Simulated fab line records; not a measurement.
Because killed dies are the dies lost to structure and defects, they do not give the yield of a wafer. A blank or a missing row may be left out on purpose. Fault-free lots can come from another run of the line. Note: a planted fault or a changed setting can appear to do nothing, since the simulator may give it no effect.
A lot that was struck, set against a sound lot :: flow sky130 :: 43 steps out of a route of 708
Sound: these wafers, L418.1, L418.3, L418.6. Struck: wafer L415.4 (left out: L415.1, L415.6 of the same lot, which were not struck); the cause appears at the end.
At each step with rows: each side's tool, then ch and its chambers, then its first start. Under that, the readings that differ: sound wafers :: struck wafers :: difference of the means :: sigmas: that difference in standard deviations of wafers without a fault.
alike: readings with means less than 2 such deviations apart, plus words and numbers identical on both sides. not compared: withheld readings, readings lacking a value on some wafer, bounds such as >300 that could conceal the same value, and numbers that have no deviation in the record and whose values overlap.
The two part at a step that has a row with sigmas, a row that says differs or no value, or rows on one side only. Numbers that don't overlap but have no deviation are shown without sigmas and don't part them. A reading missing from all wafers of one side parts the sides only when that side holds two or more wafers.

first, 8 steps without rows for these wafers: SKY_METAL4_DEHYDRATE_05 (time 60 s); SKY_METAL4_HMDS_06 (prime time 60 s); SKY_METAL4_COAT_07 (resist thk 60 nm); SKY_METAL4_COAT_08 (resist thk 1140 nm); SKY_METAL4_SOFTBAKE_09 (time 90 s); SKY_METAL4_EXPOSE_10 (exposes mask MM4, target cd 300 nm); SKY_METAL4_PEB_11; SKY_METAL4_DEVELOP_12 (develop time 60 s).
SKY_METAL4_CD_MEAS_13: the cd target is 300 nm.
  sound on cd sem-01, day 46 05:59; struck on cd sem-02, day 45 18:43
reading: cd nm (nm)
sound: 300.1 299.8 299.8
struck: 296.4
difference: -3.5
sigmas: -2
SKY_METAL4_OVL_MEAS_14:
  sound on overlay-01, day 46 06:06; struck on overlay-02, day 45 18:50
reading: METAL4_OVL (nm)
sound: 5 2 16
struck: -10
difference: -18
sigmas: -3
then, 2 steps without rows for these wafers: SKY_METAL4_DESCUM_15 (chemistry O2, time 8 s); SKY_METAL4_ETCH_16 (etches BARC in N2/H2, stops on SiO2, time 88.2 s, target depth 60 nm).
SKY_METAL4_ETCH_17: etches SiO2 in C4F8/O2/Ar, stops on TiN, time 3.9 s, target depth 15 nm.
  sound on rie diel-04 ch 1,3, day 46 06:16; struck on rie diel-02 ch 0, day 45 19:00
  alike: oes product au
  not compared: rf hours counter h
SKY_METAL4_METAL_ETCH_18: etches the open film in Cl2/BCl3, stops on SiO2, target depth 845 nm, time 183.1 s.
  sound on rie metal-01 ch 0,1, day 46 06:17; struck on rie metal-04 ch 0, day 45 19:01
  alike: drypump motor current A, oes product au, throttle valve pct
  not compared: rf hours counter h
then, 5 steps without rows for these wafers: SKY_METAL4_STRIP_19 (strips in O2/N2); SKY_METAL4_STRIP_20 (strips in post etch residue remover, time 1200 s); SKY_METAL4_CLEAN_21 (cleans in IPA, time 180 s); SKY_METAL4_CLEAN_22 (cleans in O3/DIW); SKY_VIA4_HDPCVD_00 (deposits SiO2, target thk 1750 nm, time 291.7 s).
SKY_VIA4_THK_MEAS_01:
  sound on film metro-04, day 46 07:14; struck on film metro-04, day 45 20:01
  alike: VIA4_HDPCVD_THK
then, 1 step without rows for these wafers: SKY_VIA4_CMP_02 (polishes SiO2).
SKY_VIA4_BOW_MEAS_03:
  sound on film metro-03, day 46 07:35; struck on film metro-04, day 45 20:22
  alike: VIA4_BOW
then, 7 steps without rows for these wafers: SKY_VIA4_DEHYDRATE_04 (time 60 s); SKY_VIA4_HMDS_05 (prime time 60 s); SKY_VIA4_COAT_06 (resist thk 1140 nm); SKY_VIA4_SOFTBAKE_07 (time 60 s); SKY_VIA4_EXPOSE_08 (exposes mask VIM4, target cd 800 nm); SKY_VIA4_PEB_09; SKY_VIA4_DEVELOP_10 (develop time 60 s).
SKY_VIA4_OVL_MEAS_11:
  sound on overlay-01, day 47 03:27; struck on overlay-02, day 46 17:43
  alike: VIA4_OVL
then, 1 step without rows for these wafers: SKY_VIA4_ETCH_12 (etches SiO2 in C4F8/O2/Ar, stops on TiN, target depth 580 nm).
SKY_VIA4_STRIP_13: strips in O2/N2.
  sound on plasma asher-03 ch 0,1, day 47 03:34; struck on plasma asher-04 ch 1, day 46 17:49
  alike: drypump motor current A, oes product au, strip time to endpoint s
  not compared: rf hours counter h
then, 4 steps without rows for these wafers: SKY_VIA4_STRIP_14 (strips in post etch residue remover, time 1200 s); SKY_VIA4_CLEAN_15 (cleans in IPA, time 180 s); SKY_VIA4_CLEAN_16 (cleans in O3/DIW); SKY_VIA4_SPUTTER_17 (material TiN, target thk 20 nm, time 80 s).
SKY_VIA4_CVD_18: deposits W, target thk 505 nm, time 152.14 s.
  sound on cvd w-01 ch 1, day 47 04:16; struck on cvd w-01 ch 0, day 46 18:29
  alike: heater power outer w, heater power w
SKY_VIA4_RS_MEAS_19: the measuring method here is four-point-probe.
  sound on film metro-04, day 47 04:25; struck on film metro-03, day 46 18:38
  alike: VIA4_W_RS
SKY_VIA4_THK_MEAS_20: measures by xrf.
  sound on film metro-04, day 47 04:32; struck on film metro-03, day 46 18:45
  alike: VIA4_W_THK
SKY_VIA4_CMP_21: polishes, stops on SiO2, t overpolish 25 s, target thk 0 nm.
  sound on cmp-01 ch 1,2,3, day 47 04:42; struck on cmp-02 ch 2, day 46 18:49
reading: motor current A (A)
sound: 11.8 11.1 11.0
struck: 9.3
difference: -2.0
sigmas: -2
  alike: overpolish run s, time to endpoint s
then, 1 step without rows for these wafers: SKY_METAL5_SPUTTER_00 (material Ti, target thk 15 nm, time 10 s).
SKY_METAL5_SPUTTER_01: material TiN, target thk 20 nm, time 16.7 s.
  sound on pvd sputter-04, day 47 04:56; struck on pvd sputter-03, day 46 19:08
  alike: throttle valve pct
-- the record jumps here: 3 days lie between the struck wafers' starts before and after (it left off in module METAL5 and takes up again in module PAD_OPEN, whose first step shown is number 708 of the route) --
SKY_PAD_OPEN_PROBE_99:
  sound on prober-01, day 49 16:35; struck on prober-02, day 49 08:35
reading: defect limited yield (%)
sound: 81.5
struck: 71.1
difference: -10.4
sigmas: -5

reading: killed_at_M4_up
sound: 6
struck: 66
difference: +60
sigmas: +30

reading: killed at front end
sound: 29
struck: 15
difference: -14
sigmas: -3

reading: killed dies
sound: 91
struck: 142
difference: +51
sigmas: +5

reading: sort_bin_3_pad_short (%)
sound: 0.4
struck: 4.5
difference: +4.1
sigmas: +9

reading: sort_bin_5_function (%)
sound: 12.4
struck: 17.9
difference: +5.5
sigmas: +4

reading: sort n pass
sound: 401
struck: 350
difference: -51
sigmas: -5

reading: sort yield pct (%)
sound: 81.5
struck: 71.1
difference: -10.4
sigmas: -5

reading: model.etest.tester.sort n pass
sound: 401
struck: 350
difference: -51
sigmas: 

reading: model.etest.tester.sort yield pct (%)
sound: 81.5
struck: 71.14
difference: -10.36
sigmas: 

reading: model.etest.tester.sort_bin_5_pct (%)
sound: 12.4
struck: 17.89
difference: +5.49
sigmas: 

reading: model.etest.tester.sort_bin_3_pct (%)
sound: 0.4065
struck: 4.472
difference: +4.066
sigmas: 
  alike: killed_at_M0_to_M3, killed at contacts, killed at other, killed open, killed short, sort_bin_6_memory

== WHERE THEY PART ==
Last at SKY_PAD_OPEN_PROBE_99 as far as this record goes, first at SKY_METAL4_CD_MEAS_13.

WHY: whatever the simulator had introduced
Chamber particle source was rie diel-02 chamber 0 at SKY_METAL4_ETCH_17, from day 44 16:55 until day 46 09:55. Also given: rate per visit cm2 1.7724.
